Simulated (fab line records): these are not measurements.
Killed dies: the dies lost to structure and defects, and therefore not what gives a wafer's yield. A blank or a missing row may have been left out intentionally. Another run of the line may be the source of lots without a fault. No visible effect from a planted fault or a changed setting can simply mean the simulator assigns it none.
Which tool was responsible? || flow sky130 || Sampling: 9 lots, 27 wafers, 6 of 708 route steps

== WHAT EACH GAUGE READ, for each wafer ==
SKY_VIA4_OVL_MEAS_11.
{"lot": "L142", "measured": "day 43 00:50", "on": "overlay-02", "VIA4_OVL (nm)": "1.2 2.4 0.5"}
{"lot": "L149", "measured": "day 45 00:50", "on": "overlay-02", "VIA4_OVL (nm)": "0.0 0.9 -1.6"}
{"lot": "L151", "measured": "day 45 20:18", "on": "overlay-02", "VIA4_OVL (nm)": "-0.8 -1.6 -1.1"}
{"lot": "L153", "measured": "day 46 00:17", "on": "overlay-01", "VIA4_OVL (nm)": "0.9 0.0 -1.1"}
{"lot": "L156", "measured": "day 46 18:17", "on": "overlay-02", "VIA4_OVL (nm)": "0.1 0.7 0.9"}
{"lot": "L157", "measured": "day 47 00:23", "on": "overlay-01", "VIA4_OVL (nm)": "-1.7 -2.4 -0.9"}
{"lot": "L162", "measured": "day 47 22:14", "on": "overlay-01", "VIA4_OVL (nm)": "-1.4 -1.6 -2.2"}
{"lot": "L163", "measured": "day 47 22:42", "on": "overlay-01", "VIA4_OVL (nm)": "-1.9 -1.3 -1.5"}
{"lot": "L164", "measured": "day 48 08:52", "on": "overlay-01", "VIA4_OVL (nm)": "0.1 -0.7 -1.5"}

SKY_VIA4_THK_MEAS_20: measures by xrf.
{"lot": "L142", "measured": "day 43 01:52", "on": "filmMetro-03", "VIA4_W_THK (nm)": "518 521 524"}
{"lot": "L149", "measured": "day 45 01:53", "on": "filmMetro-03", "VIA4_W_THK (nm)": "512 517 515"}
{"lot": "L151", "measured": "day 45 21:23", "on": "filmMetro-01", "VIA4_W_THK (nm)": "508 505 505"}
{"lot": "L153", "measured": "day 46 01:22", "on": "filmMetro-02", "VIA4_W_THK (nm)": "517 512 513"}
{"lot": "L156", "measured": "day 46 19:19", "on": "filmMetro-03", "VIA4_W_THK (nm)": "520 511 512"}
{"lot": "L157", "measured": "day 47 01:25", "on": "filmMetro-03", "VIA4_W_THK (nm)": "509 518 511"}
{"lot": "L162", "measured": "day 47 23:17", "on": "filmMetro-02", "VIA4_W_THK (nm)": "512 511 507"}
{"lot": "L163", "measured": "day 47 23:44", "on": "filmMetro-03", "VIA4_W_THK (nm)": "517 525 524"}
{"lot": "L164", "measured": "day 48 09:57", "on": "filmMetro-03", "VIA4_W_THK (nm)": "520 528 521"}

SKY_METAL5_RS_MEAS_05: a four-point-probe measurement.
{"lot": "L142", "measured": "day 43 02:25", "on": "filmMetro-04", "METAL5_ALCU_RS (ohm/sq)": "0.0278 0.0276 0.0277"}
{"lot": "L149", "measured": "day 45 02:25", "on": "filmMetro-03", "METAL5_ALCU_RS (ohm/sq)": "0.0275 0.0239 0.0240 0.0276 0.0239 0.0240"}
{"lot": "L151", "measured": "day 45 21:56", "on": "filmMetro-04", "METAL5_ALCU_RS (ohm/sq)": "0.0237 0.0238 0.0271 0.0238 0.0239 0.0271"}
{"lot": "L153", "measured": "day 46 01:57", "on": "filmMetro-04", "METAL5_ALCU_RS (ohm/sq)": "0.0268 0.0268 0.0268"}
{"lot": "L156", "measured": "day 46 19:51", "on": "filmMetro-04", "METAL5_ALCU_RS (ohm/sq)": "0.0271 0.0271 0.0274"}
{"lot": "L157", "measured": "day 47 01:58", "on": "filmMetro-03", "METAL5_ALCU_RS (ohm/sq)": "0.0266 0.0266 0.0267"}
{"lot": "L162", "measured": "day 48 02:08", "on": "filmMetro-03", "METAL5_ALCU_RS (ohm/sq)": "0.0265 0.0268 0.0266"}
{"lot": "L163", "measured": "day 48 02:46", "on": "filmMetro-03", "METAL5_ALCU_RS (ohm/sq)": "0.0270 0.0269 0.0271"}
{"lot": "L164", "measured": "day 48 11:41", "on": "filmMetro-03", "METAL5_ALCU_RS (ohm/sq)": "0.0269 0.0271 0.0269"}

SKY_METAL5_THK_MEAS_06: measures by xrf.
{"lot": "L142", "measured": "day 43 02:31", "on": "filmMetro-04", "METAL5_ALCU_THK (nm)": "1115 1120 1119"}
{"lot": "L149", "measured": "day 45 06:49", "on": "filmMetro-03", "METAL5_ALCU_THK (nm)": "1123 1293 1275 1121 1290 1288"}
{"lot": "L151", "measured": "day 45 23:11", "on": "filmMetro-04", "METAL5_ALCU_THK (nm)": "1303 1304 1147 1305 1304 1145"}
{"lot": "L153", "measured": "day 46 02:04", "on": "filmMetro-04", "METAL5_ALCU_THK (nm)": "1156 1158 1160"}
{"lot": "L156", "measured": "day 46 19:58", "on": "filmMetro-04", "METAL5_ALCU_THK (nm)": "1138 1147 1137"}
{"lot": "L157", "measured": "day 47 02:04", "on": "filmMetro-03", "METAL5_ALCU_THK (nm)": "1162 1166 1160"}
{"lot": "L162", "measured": "day 48 02:16", "on": "filmMetro-03", "METAL5_ALCU_THK (nm)": "1175 1153 1160"}
{"lot": "L163", "measured": "day 48 02:52", "on": "filmMetro-03", "METAL5_ALCU_THK (nm)": "1157 1156 1141"}
{"lot": "L164", "measured": "day 48 11:49", "on": "filmMetro-03", "METAL5_ALCU_THK (nm)": "1146 1137 1150"}

== TOOL THAT RAN EACH LOT (tool first, then ch and the chambers of the sampled wafers, then the start) ==
{"lot": "L142", "SKY_VIA4_SPUTTER_17": "pvdSputter-03, day 43 01:32", "SKY_METAL5_SPUTTER_02": "pvdSputter-01, day 43 02:16"}
{"lot": "L149", "SKY_VIA4_SPUTTER_17": "pvdSputter-03, day 45 01:32", "SKY_METAL5_SPUTTER_02": "pvdSputter-02, day 45 02:17"}
{"lot": "L151", "SKY_VIA4_SPUTTER_17": "pvdSputter-02, day 45 21:02", "SKY_METAL5_SPUTTER_02": "pvdSputter-02, day 45 21:46"}
{"lot": "L153", "SKY_VIA4_SPUTTER_17": "pvdSputter-04, day 46 01:01", "SKY_METAL5_SPUTTER_02": "pvdSputter-04, day 46 01:46"}
{"lot": "L156", "SKY_VIA4_SPUTTER_17": "pvdSputter-04, day 46 18:58", "SKY_METAL5_SPUTTER_02": "pvdSputter-04, day 46 19:43"}
{"lot": "L157", "SKY_VIA4_SPUTTER_17": "pvdSputter-02, day 47 01:05", "SKY_METAL5_SPUTTER_02": "pvdSputter-01, day 47 01:49"}
{"lot": "L162", "SKY_VIA4_SPUTTER_17": "pvdSputter-02, day 47 22:56", "SKY_METAL5_SPUTTER_02": "pvdSputter-02, day 48 02:01"}
{"lot": "L163", "SKY_VIA4_SPUTTER_17": "pvdSputter-02, day 47 23:24", "SKY_METAL5_SPUTTER_02": "pvdSputter-04, day 48 02:37"}
{"lot": "L164", "SKY_VIA4_SPUTTER_17": "pvdSputter-04, day 48 09:37", "SKY_METAL5_SPUTTER_02": "pvdSputter-01, day 48 11:34"}
- SKY_VIA4_SPUTTER_17: material TiN, target thk 20 nm, time 80 s.
- SKY_METAL5_SPUTTER_02: material AlCu, target thk 1150 nm, time 61.2 s.

== AS READ BY THE TOOLS THEMSELVES (means over the sampled wafers that have a number; for cases with no such wafer, the mark the record gives instead) ==
SKY_VIA4_SPUTTER_17.
{"lot": "L142", "tool": "pvdSputter-03", "chamberPressurePa (Pa)": 4.997, "throttleValvePct (%)": 30.7}
{"lot": "L149", "tool": "pvdSputter-03", "chamberPressurePa (Pa)": 5.000, "throttleValvePct (%)": 30.6}
{"lot": "L151", "tool": "pvdSputter-02", "chamberPressurePa (Pa)": 4.997, "throttleValvePct (%)": 28.9}
{"lot": "L153", "tool": "pvdSputter-04", "chamberPressurePa (Pa)": 5.003, "throttleValvePct (%)": 28.5}
{"lot": "L156", "tool": "pvdSputter-04", "chamberPressurePa (Pa)": 4.990, "throttleValvePct (%)": 29.7}
{"lot": "L157", "tool": "pvdSputter-02", "chamberPressurePa (Pa)": 4.999, "throttleValvePct (%)": 30.3}
{"lot": "L162", "tool": "pvdSputter-02", "chamberPressurePa (Pa)": 5.004, "throttleValvePct (%)": 30.3}
{"lot": "L163", "tool": "pvdSputter-02", "chamberPressurePa (Pa)": 5.005, "throttleValvePct (%)": 30.0}
{"lot": "L164", "tool": "pvdSputter-04", "chamberPressurePa (Pa)": 5.000, "throttleValvePct (%)": 30.5}

SKY_METAL5_SPUTTER_02.
{"lot": "L142", "tool": "pvdSputter-01", "chamberPressurePa (Pa)": 0.4008, "throttleValvePct (%)": 30.0}
{"lot": "L149", "tool": "pvdSputter-02", "chamberPressurePa (Pa)": 0.4003, "throttleValvePct (%)": 29.4}
{"lot": "L151", "tool": "pvdSputter-02", "chamberPressurePa (Pa)": 0.3998, "throttleValvePct (%)": 29.9}
{"lot": "L153", "tool": "pvdSputter-04", "chamberPressurePa (Pa)": 0.4000, "throttleValvePct (%)": 29.8}
{"lot": "L156", "tool": "pvdSputter-04", "chamberPressurePa (Pa)": 0.3993, "throttleValvePct (%)": 30.0}
{"lot": "L157", "tool": "pvdSputter-01", "chamberPressurePa (Pa)": 0.3995, "throttleValvePct (%)": 30.3}
{"lot": "L162", "tool": "pvdSputter-02", "chamberPressurePa (Pa)": 0.4007, "throttleValvePct (%)": 30.4}
{"lot": "L163", "tool": "pvdSputter-04", "chamberPressurePa (Pa)": 0.4000, "throttleValvePct (%)": 29.5}
{"lot": "L164", "tool": "pvdSputter-01", "chamberPressurePa (Pa)": 0.3999, "throttleValvePct (%)": 29.8}

== THE ANSWER, worked out from the rows above alone ==
Rule: usual is defined by the lots themselves. Put in order of their means at a reading, lots are off if they are a third of the lots or fewer, leave a main group of 4 or more, and stand apart from it by a gap of 3 or more times the standard deviation of the main group's means; of several such gaps the widest counts. A main group is skipped when, at the precision printed for the reading in the tables above, its means are all equal. Also off: a lot with no number at a reading for which 4 or more lots have one. All remaining lots with rows at the step are treated as sound. The gauges are gone through in route order, then the tools' own readings, and for those a lot's mean is taken as printed above. At the first step where some lot is off, the reading lying furthest off is the one used; lots without a number count as furthest.
Off: at SKY_METAL5_RS_MEAS_05 (METAL5_ALCU_RS), L149, L151. Main group: mean 0.0270 ohm/sq, sd 0.00035.
If a tool, at a process step before that reading, ran all the lots that are off and no sound lot after the first of them, it fits. Gauges at SKY_METAL5_RS_MEAS_05: tried the same way as those tools. Of those tried, none fits.

== WHAT THE SIMULATOR HAD INSERTED ==
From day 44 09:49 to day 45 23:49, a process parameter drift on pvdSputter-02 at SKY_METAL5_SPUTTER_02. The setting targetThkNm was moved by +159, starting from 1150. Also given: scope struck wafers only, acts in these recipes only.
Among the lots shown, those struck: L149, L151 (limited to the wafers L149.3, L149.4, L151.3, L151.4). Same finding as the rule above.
